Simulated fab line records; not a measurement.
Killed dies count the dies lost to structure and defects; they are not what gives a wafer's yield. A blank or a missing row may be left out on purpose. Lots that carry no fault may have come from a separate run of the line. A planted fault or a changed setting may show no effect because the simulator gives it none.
Split-lot trial | flow sky130 | 23 wafers read from 5 lots, route of 708 steps

== THE SPLIT ITSELF ==
At SKY_LDD_N_IMPLANT_09, the setting energy-kev was moved away from the recipe's 20 on 5 of the 23 wafers read, by -5.1% to +1.8%. This setting was run at the recipe's value on the other wafers.

Reading taken at the split's own step.

== THE READING ==
In nm, at SKY_LDD_N_IMPLANT_09: implant.drp-nm, which is the simulator's own figure and was read by no gauge. The file gives no usual value for it.

wafer  | tool, chamber at the split | energy-kev as run | against the recipe | implant.drp-nm, nm | against lot-mates on the recipe
L076.1 | implanter-01, 0            | 18.99             | -5.1%              | 6.958              | -0.254
L076.3 | implanter-01, 0            | 18.99             | -5.1%              | 6.958              | -0.254
L076.6 | implanter-01, 0            | 18.99             | -5.1%              | 6.958              | -0.254
L076.2 | implanter-01, 0            | 20                | recipe             | 7.212              | -
L076.5 | implanter-01, 0            | 20                | recipe             | 7.212              | -
L077.2 | implanter-03, 0            | 20                | recipe             | 7.212              | -
L077.3 | implanter-03, 0            | 20                | recipe             | 7.212              | -
L077.4 | implanter-03, 0            | 20                | recipe             | 7.212              | -
L077.5 | implanter-03, 0            | 20                | recipe             | 7.212              | -
L077.6 | implanter-03, 0            | 20                | recipe             | 7.212              | -
L079.2 | implanter-01, 0            | 20                | recipe             | 7.212              | -
L079.3 | implanter-01, 0            | 20                | recipe             | 7.212              | -
L079.4 | implanter-01, 0            | 20                | recipe             | 7.212              | -
L079.5 | implanter-01, 0            | 20                | recipe             | 7.212              | -
L079.6 | implanter-01, 0            | 20                | recipe             | 7.212              | -
L081.2 | implanter-01, 0            | 20                | recipe             | 7.212              | -
L081.4 | implanter-01, 0            | 20                | recipe             | 7.212              | -
L081.6 | implanter-01, 0            | 20                | recipe             | 7.212              | -
L085.1 | implanter-02, 0            | 20                | recipe             | 7.212              | -
L085.2 | implanter-02, 0            | 20                | recipe             | 7.212              | -
L085.5 | implanter-02, 0            | 20                | recipe             | 7.212              | -
L085.4 | implanter-02, 0            | 20.35             | +1.8%              | 7.299              | +0.087
L085.6 | implanter-02, 0            | 20.35             | +1.8%              | 7.299              | +0.087

THE FIT
A straight line over all 23 wafers: implant.drp-nm changes by +0.0502 nm for each +1% of energy-kev; r = +1.00; the points scatter about the line by 0.00028 nm.
The same after taking each lot's own level away (the mean of its wafers on the recipe; 23 wafers): +0.0502 nm for each +1%; r = +1.00; scatter 0.00028 nm.
Per that fit: largest energy-kev move, reading shift of 0.25 nm.
The lots' own levels span 7.2120 to 7.2120 nm.
Hence the lot-to-lot level has little effect on the slope; both slopes agree.
Check: for one of the wafers moved furthest among these (-5.1%), held out of the fit, the line's prediction against its lot-mates is -0.254 nm. Against them it came out at -0.254 nm.

== OTHER SPLITS ON THESE WAFERS ==
These wafers also went through other splits before the reading. Each is held against what the fit with the lots' levels taken away leaves over:
other split on the same wafers  | wafers away from the commonest value | r with implant.drp-nm (lot level and that fit taken away)
SKY_POLY_GATE_EXPOSE_10 dose-mj | 10                                   | -0.30
SKY_POLY_GATE_ETCH_15 time-s    | 10                                   | -0.18

== THE WHOLE CHAIN: every reading that the file lists as answering this split, in the file's order ==
step                 | what it does | reading                                                         | change (the file's fit)                | r (the file's)
SKY_LDD_N_IMPLANT_09 |              | implant.rp-nm (the simulator's own value, which no gauge read)  | +0.114 nm for each +1% of the setting  | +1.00
SKY_LDD_N_IMPLANT_09 |              | implant.drp-nm (the simulator's own value, which no gauge read) | +0.0501 nm for each +1% of the setting | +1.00

== THE FILE'S OWN FIT ==
implant.drp-nm changes by +0.0501 nm for each +1% of energy-kev, r = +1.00.
